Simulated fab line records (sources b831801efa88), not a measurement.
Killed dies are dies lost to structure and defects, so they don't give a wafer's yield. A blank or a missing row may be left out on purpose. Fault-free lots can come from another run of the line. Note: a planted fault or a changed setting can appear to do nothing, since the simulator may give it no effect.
Which tool is to blame? + flow gf180mcu + Sampling: 24 lots, 72 wafers, 5 of 602 route steps

== WHAT EACH GAUGE READ, for each wafer ==
GF_V5_OVL_MEAS_15. Usual: V5_OVL typically reads -2 nm, with standard deviation 5.5.
| lot  | measured     | on         | V5_OVL (nm) | flag |
|------|--------------|------------|-------------|------|
| L074 | day 27 01:16 | overlay-02 | -4 -6 -3    |      |
| L075 | day 27 18:11 | overlay-02 | -5 -4 1     |      |
| L076 | day 28 15:01 | overlay-01 | 0 -4 -11    |      |
| L077 | day 28 17:17 | overlay-02 | 7 -1 5      |      |
| L078 | day 28 19:16 | overlay-02 | 9 -6 1      |      |
| L079 | day 29 04:14 | overlay-01 | 13 1 2      |      |
| L080 | day 29 10:37 | overlay-02 | -3 -4 -2    |      |
| L081 | day 30 02:16 | overlay-02 | 2 6 -3      |      |
| L082 | day 30 07:10 | overlay-01 | 8 14 -1     |      |
| L083 | day 30 10:50 | overlay-02 | 0 -9 -6     |      |
| L084 | day 30 13:26 | overlay-02 | -1 -2 -1    |      |
| L085 | day 31 02:56 | overlay-02 | -6 -4 0     |      |
| L086 | day 31 04:31 | overlay-01 | 2 -3 2      |      |
| L087 | day 31 04:52 | overlay-02 | -11 -17 -12 |      |
| L088 | day 31 18:25 | overlay-02 | -1 1 1      |      |
| L089 | day 32 02:43 | overlay-02 | -6 -7 8     |      |
| L090 | day 32 11:43 | overlay-02 | 8 -2 -3     |      |
| L091 | day 32 17:31 | overlay-02 | 1 -2 -6     |      |
| L094 | day 33 10:52 | overlay-02 | -7 0 3      |      |
| L095 | day 33 12:02 | overlay-02 | -8 -3 -7    |      |
| L093 | day 33 12:10 | overlay-01 | -7 -4 -4    |      |
| L096 | day 33 13:19 | overlay-02 | 2 0 5       |      |
| L092 | day 33 14:34 | overlay-02 | -11 2 -1    |      |
| L097 | day 34 04:38 | overlay-02 | 0 4 -1      |      |

== TOOL THAT RAN EACH LOT (tool first, then ch and the chambers of the sampled wafers, then the start) ==
| lot  | GF_V4_ETCH_17                                 | GF_MIM_SPUTTER_00            | GF_MIM_SPUTTER_02            | GF_V5_CMP_04                  |
|------|-----------------------------------------------|------------------------------|------------------------------|-------------------------------|
| L074 | rie-diel-04 ch 1,2, day 24 09:47 or earlier   | pvd-sputter-02, day 24 09:47 | pvd-sputter-02, day 24 09:55 | cmp-01 ch 0,1,2, day 26 03:41 |
| L075 | rie-diel-04 ch 1,2,3, day 25 01:08 or earlier | pvd-sputter-03, day 25 01:08 | pvd-sputter-03, day 25 01:16 | cmp-01 ch 2,3, day 26 21:30   |
| L076 | rie-diel-03 ch 0,3, day 26 00:31 or earlier   | pvd-sputter-03, day 26 00:31 | pvd-sputter-03, day 26 00:38 | cmp-01 ch 1,3, day 27 18:58   |
| L077 | rie-diel-04 ch 2,3, day 26 01:20 or earlier   | pvd-sputter-01, day 26 01:20 | pvd-sputter-01, day 26 01:28 | cmp-02 ch 1,2,3, day 27 20:51 |
| L078 | rie-diel-02 ch 0,1, day 26 03:24 or earlier   | pvd-sputter-02, day 26 03:24 | pvd-sputter-02, day 26 03:32 | cmp-02 ch 0,2,3, day 27 22:58 |
| L079 | rie-diel-04 ch 2,3, day 26 16:26 or earlier   | pvd-sputter-03, day 26 16:26 | pvd-sputter-03, day 26 16:34 | cmp-02 ch 0,2, day 28 09:44   |
| L080 | rie-diel-03 ch 1,3, day 26 21:22 or earlier   | pvd-sputter-02, day 26 21:22 | pvd-sputter-02, day 26 21:30 | cmp-02 ch 0,1,2, day 28 15:27 |
| L081 | rie-diel-03 ch 1,2,3, day 27 15:05 or earlier | pvd-sputter-01, day 27 15:05 | pvd-sputter-01, day 27 15:13 | cmp-01 ch 0,2,3, day 29 06:33 |
| L082 | rie-diel-04 ch 0,2,3, day 27 18:55 or earlier | pvd-sputter-02, day 27 18:55 | pvd-sputter-02, day 27 19:03 | cmp-02 ch 0,2,3, day 29 11:36 |
| L083 | rie-diel-03 ch 0,1, day 27 22:19 or earlier   | pvd-sputter-03, day 27 22:19 | pvd-sputter-03, day 27 22:27 | cmp-01 ch 1,2, day 29 15:20   |
| L084 | rie-diel-03 ch 0,1,3, day 28 00:43 or earlier | pvd-sputter-02, day 28 00:43 | pvd-sputter-02, day 28 00:50 | cmp-02 ch 0,1,2, day 29 18:07 |
| L085 | rie-diel-03 ch 0,1,3, day 28 16:03 or earlier | pvd-sputter-03, day 28 16:03 | pvd-sputter-03, day 28 16:11 | cmp-02 ch 1,2,3, day 30 07:49 |
| L086 | rie-diel-04 ch 0,1,3, day 28 17:52 or earlier | pvd-sputter-02, day 28 17:52 | pvd-sputter-02, day 28 17:59 | cmp-01 ch 0,2,3, day 30 09:53 |
| L087 | rie-diel-03 ch 0,1,2, day 28 19:47 or earlier | pvd-sputter-02, day 28 19:47 | pvd-sputter-02, day 28 19:55 | cmp-02 ch 2,3, day 30 10:34   |
| L088 | rie-diel-02 ch 0,3, day 29 09:09 or earlier   | pvd-sputter-02, day 29 09:09 | pvd-sputter-02, day 29 09:17 | cmp-01 ch 0,1,3, day 31 00:21 |
| L089 | rie-diel-02 ch 1,2,3, day 29 18:04 or earlier | pvd-sputter-01, day 29 18:04 | pvd-sputter-01, day 29 18:12 | cmp-02 ch 0,1,3, day 31 08:30 |
| L090 | rie-diel-04 ch 0,1,3, day 30 04:51 or earlier | pvd-sputter-01, day 30 04:51 | pvd-sputter-01, day 30 04:59 | cmp-02 ch 0,2, day 31 18:43   |
| L091 | rie-diel-03 ch 1,3, day 30 10:34 or earlier   | pvd-sputter-01, day 30 10:34 | pvd-sputter-01, day 30 10:42 | cmp-02 ch 1,3, day 32 00:24   |
| L094 | rie-diel-02 ch 0,2,3, day 31 05:55 or earlier | pvd-sputter-02, day 31 05:55 | pvd-sputter-02, day 31 06:04 | cmp-01 ch 0,1,3, day 32 18:10 |
| L095 | rie-diel-04 ch 0,1,3, day 31 07:10 or earlier | pvd-sputter-01, day 31 07:10 | pvd-sputter-01, day 31 07:19 | cmp-01 ch 0,1,3, day 32 19:10 |
| L093 | rie-diel-02 ch 0,2, day 31 07:42 or earlier   | pvd-sputter-01, day 31 07:42 | pvd-sputter-01, day 31 07:50 | cmp-01 ch 2,3, day 32 20:28   |
| L096 | rie-diel-02 ch 0,1, day 31 08:52 or earlier   | pvd-sputter-02, day 31 08:52 | pvd-sputter-02, day 31 09:00 | cmp-02 ch 0,1,3, day 32 21:07 |
| L092 | rie-diel-03 ch 0,2,3, day 31 09:49 or earlier | pvd-sputter-03, day 31 09:49 | pvd-sputter-03, day 31 09:57 | cmp-02 ch 0,1,3, day 32 22:19 |
| L097 | rie-diel-02 ch 0,1, day 32 00:58 or earlier   | pvd-sputter-02, day 32 00:58 | pvd-sputter-02, day 32 01:06 | cmp-01 ch 0,1,3, day 33 12:18 |
- GF_V4_ETCH_17: etches SiO2 in C4F8/O2/Ar, stops on TiN, target depth 630 nm.
- GF_MIM_SPUTTER_00: material Ti, target thk 37.5 nm, time 150 s.
- GF_MIM_SPUTTER_02: material AlCu, target thk 450 nm, time 23.9 s.
- GF_V5_CMP_04: polishes SiO2.

== WHAT THE TOOLS THEMSELVES READ (means of the sampled wafers that have a number; where no wafer has one, the mark that the record gives instead) ==
GF_V4_ETCH_17. Usual: oes-product-au at 0.856 a.u., with a standard deviation of 0.0046.
| lot  | tool        | oes-product-au (a.u.) | flag |
|------|-------------|-----------------------|------|
| L074 | rie-diel-04 | 0.856                 |      |
| L075 | rie-diel-04 | 0.862                 |      |
| L076 | rie-diel-03 | 0.862                 |      |
| L077 | rie-diel-04 | 0.852                 |      |
| L078 | rie-diel-02 | 0.858                 |      |
| L079 | rie-diel-04 | 0.858                 |      |
| L080 | rie-diel-03 | 0.853                 |      |
| L081 | rie-diel-03 | 0.854                 |      |
| L082 | rie-diel-04 | 0.856                 |      |
| L083 | rie-diel-03 | 0.856                 |      |
| L084 | rie-diel-03 | 0.857                 |      |
| L085 | rie-diel-03 | 0.856                 |      |
| L086 | rie-diel-04 | 0.855                 |      |
| L087 | rie-diel-03 | 0.857                 |      |
| L088 | rie-diel-02 | 0.853                 |      |
| L089 | rie-diel-02 | 0.851                 |      |
| L090 | rie-diel-04 | 0.858                 |      |
| L091 | rie-diel-03 | 0.855                 |      |
| L094 | rie-diel-02 | 0.857                 |      |
| L095 | rie-diel-04 | 0.859                 |      |
| L093 | rie-diel-02 | 0.853                 |      |
| L096 | rie-diel-02 | 0.858                 |      |
| L092 | rie-diel-03 | 0.857                 |      |
| L097 | rie-diel-02 | 0.857                 |      |

GF_MIM_SPUTTER_00. Usual: throttle-valve-pct at 29.7 %, with a standard deviation of 0.67.
| lot  | tool           | throttle-valve-pct (%) | flag |
|------|----------------|------------------------|------|
| L074 | pvd-sputter-02 | 30.1                   |      |
| L075 | pvd-sputter-03 | 29.8                   |      |
| L076 | pvd-sputter-03 | 30.2                   |      |
| L077 | pvd-sputter-01 | 30.3                   |      |
| L078 | pvd-sputter-02 | 29.9                   |      |
| L079 | pvd-sputter-03 | 29.6                   |      |
| L080 | pvd-sputter-02 | 29.7                   |      |
| L081 | pvd-sputter-01 | 29.3                   |      |
| L082 | pvd-sputter-02 | 30.2                   |      |
| L083 | pvd-sputter-03 | 29.7                   |      |
| L084 | pvd-sputter-02 | 30.5                   |      |
| L085 | pvd-sputter-03 | 29.4                   |      |
| L086 | pvd-sputter-02 | 30.0                   |      |
| L087 | pvd-sputter-02 | 30.5                   |      |
| L088 | pvd-sputter-02 | 29.7                   |      |
| L089 | pvd-sputter-01 | 30.4                   |      |
| L090 | pvd-sputter-01 | 29.9                   |      |
| L091 | pvd-sputter-01 | 29.9                   |      |
| L094 | pvd-sputter-02 | 29.8                   |      |
| L095 | pvd-sputter-01 | 29.1                   |      |
| L093 | pvd-sputter-01 | 29.8                   |      |
| L096 | pvd-sputter-02 | 29.8                   |      |
| L092 | pvd-sputter-03 | 29.7                   |      |
| L097 | pvd-sputter-02 | 30.2                   |      |

GF_MIM_SPUTTER_02. Usual: throttle-valve-pct at 29.7 %, with a standard deviation of 0.67.
| lot  | tool           | throttle-valve-pct (%) | flag |
|------|----------------|------------------------|------|
| L074 | pvd-sputter-02 | 30.3                   |      |
| L075 | pvd-sputter-03 | 29.7                   |      |
| L076 | pvd-sputter-03 | 30.3                   |      |
| L077 | pvd-sputter-01 | 30.1                   |      |
| L078 | pvd-sputter-02 | 29.9                   |      |
| L079 | pvd-sputter-03 | 29.5                   |      |
| L080 | pvd-sputter-02 | 29.7                   |      |
| L081 | pvd-sputter-01 | 29.2                   |      |
| L082 | pvd-sputter-02 | 30.2                   |      |
| L083 | pvd-sputter-03 | 29.9                   |      |
| L084 | pvd-sputter-02 | 30.5                   |      |
| L085 | pvd-sputter-03 | 29.5                   |      |
| L086 | pvd-sputter-02 | 30.0                   |      |
| L087 | pvd-sputter-02 | 30.4                   |      |
| L088 | pvd-sputter-02 | 29.8                   |      |
| L089 | pvd-sputter-01 | 30.5                   |      |
| L090 | pvd-sputter-01 | 29.8                   |      |
| L091 | pvd-sputter-01 | 29.5                   |      |
| L094 | pvd-sputter-02 | 30.0                   |      |
| L095 | pvd-sputter-01 | 29.2                   |      |
| L093 | pvd-sputter-01 | 29.9                   |      |
| L096 | pvd-sputter-02 | 29.6                   |      |
| L092 | pvd-sputter-03 | 29.7                   |      |
| L097 | pvd-sputter-02 | 30.4                   |      |

GF_V5_CMP_04. Usual: motor-current-A at 11.6 A, with a standard deviation of 1.6.
| lot  | tool   | motor-current-A (A) | flag |
|------|--------|---------------------|------|
| L074 | cmp-01 | 12.2                |      |
| L075 | cmp-01 | 12.5                |      |
| L076 | cmp-01 | 13.5                |      |
| L077 | cmp-02 | 12.2                |      |
| L078 | cmp-02 | 10.6                |      |
| L079 | cmp-02 | 10.1                |      |
| L080 | cmp-02 | 11.5                |      |
| L081 | cmp-01 | 12.5                |      |
| L082 | cmp-02 | 10.6                |      |
| L083 | cmp-01 | 12.2                |      |
| L084 | cmp-02 | 11.4                |      |
| L085 | cmp-02 | 12.4                |      |
| L086 | cmp-01 | 12.4                |      |
| L087 | cmp-02 | 11.4                |      |
| L088 | cmp-01 | 12.3                |      |
| L089 | cmp-02 | 10.3                |      |
| L090 | cmp-02 | 11.2                |      |
| L091 | cmp-02 | 11.9                |      |
| L094 | cmp-01 | 12.6                |      |
| L095 | cmp-01 | 12.9                |      |
| L093 | cmp-01 | 11.6                |      |
| L096 | cmp-02 | 10.3                |      |
| L092 | cmp-02 | 10.4                |      |
| L097 | cmp-01 | 12.5                |      |

== THE ANSWER, worked out from the rows above alone ==
Rule: lot off if the mean of its wafers having a number is beyond 3 standard deviations from the usual mean. Also off: a lot with no number at a reading for which 4 or more lots have one. All remaining lots with rows at the step are treated as sound. Order of review: gauges by route order, followed by the tools' own readings, for which a lot's mean as printed above is used. The first step at which some lot is off is used, and at that step the reading that is off furthest; a lot without a number counts as furthest.
No lot is off on any of the readings shown, so nothing can be concluded from this.

== WHAT HAD BEEN PUT IN BY THE SIMULATOR ==
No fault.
